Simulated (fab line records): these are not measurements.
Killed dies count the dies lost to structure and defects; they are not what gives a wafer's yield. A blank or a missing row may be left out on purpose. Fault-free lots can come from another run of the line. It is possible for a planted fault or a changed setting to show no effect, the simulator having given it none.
Problem report in the 8D (eight disciplines) form, filled by code ; flow gf180mcu ; the parts of the form that need people (team, actions taken, sign-off) are left out

== 1. PROBLEM STATEMENT ==
At GF_HV_LDD_DEVELOP_18, developer_temp_C averages 22.31 C over 6 wafers from 2 lots, while fault-free wafers read 23.01 C, standard deviation 0.12. Measured from the usual mean, that is -5.8 standard deviations.
The step: develop time 60 s.
First seen on wafer L356.2, day 17 04:38, on litho_track-01. The record holds 42 wafers of 14 lots with a number at this step. The rule behind "out" and "out of limits": a value lying over 4 standard deviations away from the usual mean. The rest of the wafers with a number are treated as sound.

== 2. WHAT THIS IS AND IS NOT ==
question;is;is not
which readings at this step;developer_temp_C;chill_plate_temp_C, exhaust_pa
which lots;L356, L357;L336, L337, L338, L339, L340, L341, L346, L347, L348, L350, L355, L359
which wafers of those lots;all that have a number;-
read on which tools;litho_track-01;litho_track-02, litho_track-03
when;from day 17 04:38;"up to then (33 sound wafers); but 3 sound wafers of L359 came after"

== 3. WHAT RULES OUT EACH SUSPECT ==
Counting: a tool stays on the suspect list if, at a process step up to the reading, it processed all lots that are out and no sound lot following the first of them.
- litho_track-01 at GF_HV_LDD_DEVELOP_18 (develop time 60 s): kept. It processed each lot that is out, first L356 at day 17 04:38, and no sound lot thereafter; up to then, the last sound lot it processed was L350 at day 15 06:39. Its own developer_temp_C readings are out on those wafers.
The count leaves litho_track-01 at GF_HV_LDD_DEVELOP_18.

== 4. THE CAUSE (what the simulator had put in) ==
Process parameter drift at GF_HV_LDD_DEVELOP_18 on litho_track-01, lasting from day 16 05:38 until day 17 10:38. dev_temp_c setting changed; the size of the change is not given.
This tool alone remained once counting was done.

== 5. THE CHAIN OF EFFECTS, in route order ==
Rows list readings where the struck wafers' mean (over those with a number) sits beyond 3 standard deviations from the usual. Scope: only readings with a usual standard deviation given in the record; hours: median across lots of the time from each lot's start at the first step in this table that gives one to its start at this step; sigmas: change in usual standard deviations.
hours;step;reading;usual;on struck wafers;change;sigmas
0;GF_HV_LDD_DEVELOP_18;developer_temp_C;23.01 C;22.31;-0.70;-5.8
It contains these process steps:
- GF_HV_LDD_DEVELOP_18: develop time 60 s.
Later steps that measure or inspect, where all struck wafers having a row at the step show a number for every such reading and not one has moved that far: GF_CONTACT_THK_MEAS_26.

== 6. HOW IT WOULD HAVE BEEN CAUGHT EARLIER ==
The fault began at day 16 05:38; the first out-of-limits reading in this record came at day 17 04:38, 23 hours later.
